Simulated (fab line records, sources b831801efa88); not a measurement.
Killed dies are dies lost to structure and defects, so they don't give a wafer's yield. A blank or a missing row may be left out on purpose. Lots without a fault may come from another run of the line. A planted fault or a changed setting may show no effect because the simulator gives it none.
A struck lot beside a sound one | flow sky130 | 36 steps out of a route of 708
Sound: wafers L670.3, L670.4, L670.6. Struck: wafers L653.4, L653.5, L653.6. The cause comes at the end.
At each step with rows: each side's tool, then ch and its chambers, then its first start. Under that, the readings that differ: sound wafers | struck wafers | difference of the means | sigmas: that difference in standard deviations of wafers without a fault.
alike: readings whose means differ by less than 2 such deviations, and words and numbers that are the same on both sides. not compared: withheld readings, readings that some wafer has no value for, bounds like >300 that may hide the same value, and numbers for which the record gives no deviation and whose values overlap.
The two part at a step that has a row with sigmas, a row that says differs or no value, or rows on one side only. Numbers that don't overlap but have no deviation are shown without sigmas and don't part them. A reading that every wafer of one side lacks parts them only if that side has two wafers or more.

first, 10 steps without rows for these wafers: SKY_GATE_OXIDE_COAT_05 (resist thk 1140 nm); SKY_GATE_OXIDE_SOFTBAKE_06 (time 60 s); SKY_GATE_OXIDE_EXPOSE_07 (exposes mask LVOM, target cd 600 nm); SKY_GATE_OXIDE_PEB_08; SKY_GATE_OXIDE_DEVELOP_09 (develop time 60 s); SKY_GATE_OXIDE_IMPLANT_11; SKY_GATE_OXIDE_WET_ETCH_12 (etches SiO2 in dHF, target depth 16.8 nm, time 336 s); SKY_GATE_OXIDE_STRIP_13 (strips in O2/N2); SKY_GATE_OXIDE_CLEAN_15 (cleans in SC1/SC2, time 150 s); SKY_GATE_OXIDE_OXIDATION_16 (stabilise 600 s, purge 300 s, target thk 3.57 nm).
SKY_POLY_GATE_CVD_00: deposits poly-Si, target thk 180 nm, time 720 s.
  sound on lpcvd-01 ch 1, day 22 01:31; struck on lpcvd-01 ch 0, day 15 15:33
  reading                                       | sound                | struck               | difference | sigmas
  spike_tc_bottom_C (C)                         | 637.9 637.8 635.7    | 617.1 616.6 616.0    | -20.6      | -7
  spike_tc_centre_C (C)                         | 619.8 621.9 619.0    | 593.5 592.7 593.0    | -27.2      | -23
  spike_tc_lower_C (C)                          | 621.1 618.7 618.9    | 591.7 592.9 590.9    | -27.7      | -20
  spike_tc_top_C (C)                            | 634 632 633          | 614 615 613          | -19        | -4
  spike_tc_upper_C (C)                          | 620.8 620.3 620.9    | 594.1 591.7 593.1    | -27.7      | -21
  susceptor_temp_C (C)                          | 619.43 619.79 619.96 | 594.45 593.49 593.95 | -25.76     | -95
  zone_power_upper_pct (%)                      | 8.74 8.62 8.88       | 8.13 8.29 8.02       | -0.60      | -7
  model.poly-Si_of_POLY_GATE_CVD_00.thk_nm (nm) | 180.4 180.3 179.8    | 94.24 92.61 94.55    | -86.37     |
  alike: zone_power_centre_pct
SKY_POLY_GATE_THK_MEAS_01:
  sound on film_metro-02, day 22 02:46; struck on film_metro-02, day 15 16:47
  reading                   | sound             | struck         | difference | sigmas
  POLY_GATE_CVD_00_THK (nm) | 180.4 180.4 179.8 | 94.2 92.6 94.5 | -86.4      | -45
then, 9 steps without rows for these wafers: SKY_RES_PROTECT_DEHYDRATE_00 (time 60 s); SKY_RES_PROTECT_HMDS_01 (prime time 60 s); SKY_RES_PROTECT_COAT_02 (resist thk 1140 nm); SKY_RES_PROTECT_SOFTBAKE_03 (time 60 s); SKY_RES_PROTECT_EXPOSE_04 (exposes mask RPM, target cd 1270 nm); SKY_RES_PROTECT_PEB_05; SKY_RES_PROTECT_DEVELOP_06 (develop time 60 s); SKY_POLY_GATE_IMPLANT_02; SKY_RES_PROTECT_STRIP_07 (strips in O2/N2).
SKY_RES_PROTECT_CLEAN_09: cleans in SC1/SC2, time 150 s.
  sound on wet_bench-02 ch 0, day 23 08:33; struck on wet_bench-04 ch 2, day 16 20:50
  reading                                       | sound             | struck            | difference | sigmas
  model.poly-Si_of_POLY_GATE_CVD_00.thk_nm (nm) | 179.7 179.7 179.2 | 93.61 91.98 93.92 | -86.36     |
  alike: bath_heat_duty_pct
then, 11 steps without rows for these wafers: SKY_POLY_GATE_CVD_03 (deposits Si3N4 from DCS/NH3, target thk 75 nm, time 1290 s); SKY_POLY_GATE_DEHYDRATE_05 (time 60 s); SKY_POLY_GATE_HMDS_06 (prime time 60 s); SKY_POLY_GATE_COAT_07 (resist thk 110 nm); SKY_POLY_GATE_COAT_08 (resist thk 450 nm); SKY_POLY_GATE_SOFTBAKE_09 (time 90 s); SKY_POLY_GATE_EXPOSE_10 (exposes mask P1M, target cd 150 nm); SKY_POLY_GATE_PEB_11; SKY_POLY_GATE_DEVELOP_12 (develop time 60 s); SKY_POLY_GATE_ETCH_15 (etches BARC in N2/H2, stops on SiO2, time 118.5 s, target depth 110 nm); SKY_POLY_GATE_ETCH_16 (etches Si3N4 in CH3F/O2, stops on poly-Si, time 147.5 s, target depth 75 nm).
SKY_POLY_GATE_ETCH_17: etches poly-Si in HBr/Cl2, stops on SiO2, target depth 180 nm, time 70.5 s.
  sound on rie_si-02 ch 1,2,3, day 24 17:42; struck on rie_si-02 ch 0,1,3, day 18 04:23
  reading                               | sound             | struck            | difference | sigmas
  oes_product_au (a.u.)                 | 0.992 0.988 0.994 | 0.647 0.643 0.658 | -0.342     | -46
  model.POLY_GATE.feature_depth_nm (nm) | 179.7 179.7 179.2 | 93.61 91.98 93.92 | -86.36     |
  model.etch.depth_nm (nm)              | 179.7 179.7 179.2 | 93.61 91.98 93.92 | -86.36     |
  alike: bias_w, drypump_motor_current_A, he_backside_leak_sccm, throttle_valve_pct
  not compared: rf_hours_counter_h
then, 1 step without rows for these wafers: SKY_POLY_GATE_STRIP_18 (strips in O2/N2).
-- the record jumps here: 29 days lie between the struck wafers' starts before and after (it left off in module POLY_GATE and takes up again in module PAD_OPEN, whose first step shown is number 708 of the route) --
SKY_PAD_OPEN_PROBE_99:
  sound on prober-02, day 51 09:28; struck on prober-01, day 47 14:58
  alike: killed_at_M0_to_M3, killed_at_M4_up, killed_at_contacts, killed_at_front_end, killed_at_other, killed_dies, killed_open, killed_short

WHERE THEY PART
First at SKY_POLY_GATE_CVD_00; last, within this record, at SKY_POLY_GATE_ETCH_17. Later steps at which nothing parts them and some readings are alike: SKY_PAD_OPEN_PROBE_99.

WHY: what the simulator had put in
Process parameter drift: lpcvd-01, from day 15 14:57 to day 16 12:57, at SKY_POLY_GATE_CVD_00. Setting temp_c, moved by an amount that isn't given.
